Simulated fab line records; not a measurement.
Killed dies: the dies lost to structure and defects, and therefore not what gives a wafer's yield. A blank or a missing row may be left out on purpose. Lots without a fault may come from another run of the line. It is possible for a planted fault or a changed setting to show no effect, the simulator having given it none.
Which tool is to blame? ; flow sky130 ; Sampling: 11 lots, 33 wafers, 2 of 708 route steps

## WHAT THE GAUGES SHOWED, per wafer
SKY_CAP2M_RS_MEAS_03: uses a four-point probe to measure. Usual: CAP2M_TIN_RS 6.90 ohm/sq, standard deviation 0.071.
lot;measured;on;CAP2M_TIN_RS (ohm/sq);flag
L777;day 39 10:14;filmMetro-02;6.93 6.88 6.91;
L783;day 41 12:01;filmMetro-03;6.87 6.85 6.87;
L784;day 41 19:05;filmMetro-01;6.92 6.96 6.92;
L791;day 43 20:47;filmMetro-03;6.92 6.92 6.91;
L793;day 44 12:20;filmMetro-02;6.89 6.86 6.95;
L794;day 44 21:01;filmMetro-01;6.93 6.96 6.95;
L796;day 45 04:17;filmMetro-03;6.76 6.83 6.74;
L797;day 45 13:29;filmMetro-01;7.02 6.93 6.93;
L798;day 45 15:44;filmMetro-02;6.77 6.80 6.75;
L799;day 45 19:20;filmMetro-01;6.99 6.92 6.80;
L800;day 46 14:46;filmMetro-01;6.94 6.86 6.86;

## WHICH TOOL RAN EACH LOT (tool, then ch and the chambers of the sampled wafers, then the start)
lot;SKY_METAL4_SPUTTER_02
L777;pvdSputter-01, day 39 09:56
L783;pvdSputter-01, day 41 11:41
L784;pvdSputter-02, day 41 18:46
L791;pvdSputter-01, day 43 20:29
L793;pvdSputter-04, day 44 12:02
L794;pvdSputter-02, day 44 20:43
L796;pvdSputter-04, day 45 03:59
L797;pvdSputter-04, day 45 13:12
L798;pvdSputter-02, day 45 15:26
L799;pvdSputter-04, day 45 19:02
L800;pvdSputter-04, day 46 14:26
- SKY_METAL4_SPUTTER_02: material AlCu, target thk 735 nm, time 39.1 s.

## AS READ BY THE TOOLS THEMSELVES (means over the sampled wafers that have a number; for cases with no such wafer, the mark the record gives instead)
SKY_METAL4_SPUTTER_02. Usual: throttleValvePct 29.6 %, standard deviation 1.2.
lot;tool;throttleValvePct (%);flag
L777;pvdSputter-01;29.7;
L783;pvdSputter-01;29.9;
L784;pvdSputter-02;28.7;
L791;pvdSputter-01;30.2;
L793;pvdSputter-04;29.7;
L794;pvdSputter-02;29.8;
L796;pvdSputter-04;30.0;
L797;pvdSputter-04;29.7;
L798;pvdSputter-02;31.0;
L799;pvdSputter-04;30.2;
L800;pvdSputter-04;30.1;

## THE ANSWER, worked out from the rows above alone
Rule: a lot is off if the mean of its wafers that have a number lies more than 3 standard deviations from the usual mean. A lot without any number at a reading at which 4 lots or more have one is off too. All remaining lots with rows at the step are treated as sound. The gauges are gone through in route order, then the tools' own readings, and for those a lot's mean is taken as printed above. At the first step where some lot is off, the reading lying furthest off is the one used; lots without a number count as furthest.
Across all readings shown, no lot is off: no conclusion can be drawn from this.

## WHAT THE SIMULATOR PUT IN
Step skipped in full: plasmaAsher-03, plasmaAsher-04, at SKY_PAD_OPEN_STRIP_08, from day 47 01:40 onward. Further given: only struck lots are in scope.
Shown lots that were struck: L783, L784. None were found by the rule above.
